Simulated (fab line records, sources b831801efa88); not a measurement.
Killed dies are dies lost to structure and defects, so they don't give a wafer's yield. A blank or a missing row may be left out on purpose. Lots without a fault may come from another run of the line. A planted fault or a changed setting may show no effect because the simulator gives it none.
Chamber matching | flow gf180mcu | GF_V1_CMP_04 on cmp-01: 4 sister chambers
The step polishes SiO2. 15 wafers are shown with their chamber, then 7 later ones without.

WAFERS WITH THEIR CHAMBER
wafer  | chamber | motor_current_A (A) | time_to_endpoint_s (s) | edge_zone_pressure_frac
L731.1 | 3       | 11.2                | 71                     | 0.998
L731.2 | 1       | 11.2                | 71                     | 1.010
L731.4 | 0       | 13.2                | 71                     | 0.995
L734.1 | 0       | 12.6                | 71                     | 1.005
L734.2 | 1       | 11.2                | 72                     | 0.999
L734.4 | 3       | 11.3                | 79                     | 0.997
L739.1 | 0       | 12.0                | 75                     | 1.004
L739.5 | 2       | 10.9                | 77                     | 1.002
L739.6 | 3       | 11.2                | 86                     | 0.999
L740.4 | 2       | 11.7                | 75                     | 0.990
L740.5 | 0       | 12.1                | 74                     | 0.997
L740.6 | 1       | 10.5                | 72                     | 1.002
L743.1 | 2       | 11.2                | 76                     | 0.999
L743.4 | 0       | 13.0                | 72                     | 1.000
L743.5 | 3       | 11.6                | 77                     | 1.003

SIGNATURES (means of the wafers above)
reading                 | chamber 0 | chamber 1 | chamber 2 | chamber 3 | scatter within a chamber
motor_current_A         | 12.580    | 10.967    | 11.267    | 11.325    | 0.414
time_to_endpoint_s      | 72.60     | 71.67     | 76.00     | 78.25     | 3.45
edge_zone_pressure_frac | 1.00020   | 1.00367   | 0.99700   | 0.99925   | 0.00465
Rule: a wafer's distance from a chamber is the root of the sum, over the readings, of the square of ((its reading less the chamber's mean) divided by the reading's scatter). The wafer belongs to the nearest chamber; if the next one is less than 2 further off, it can't be placed. The scatter: the root of (the sum of the squares of (reading less its chamber's mean) over the shown wafers, divided by (wafers less chambers)).

WAFERS WITHOUT THEIR CHAMBER
wafer  | motor_current_A (A) | time_to_endpoint_s (s) | edge_zone_pressure_frac
L744.4 | 11.3                | 75                     | 1.003
L744.5 | 11.3                | 74                     | 0.990
L744.6 | 10.9                | 74                     | 0.998
L746.1 | 11.4                | 72                     | 1.006
L746.2 | 11.0                | 74                     | 0.997
L746.4 | 12.8                | 73                     | 0.996
L747.5 | 11.0                | 72                     | 1.002

WHICH CHAMBER EACH WENT THROUGH
wafer  | from the rows above               | in truth
L744.4 | can't be placed: 3 or 1 or 2 or 0 | 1
L744.5 | can't be placed: 2 or 3 or 1      | 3
L744.6 | can't be placed: 2 or 1 or 3      | 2
L746.1 | can't be placed: 1 or 2 or 3 or 0 | 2
L746.2 | can't be placed: 2 or 3 or 1      | 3
L746.4 | 0                                 | 0
L747.5 | can't be placed: 1 or 2 or 3      | 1
Placed correctly: 1 of 7. Can't be placed from these rows: 6 (the true chamber is among the candidates in 6). Placed wrongly: 0.
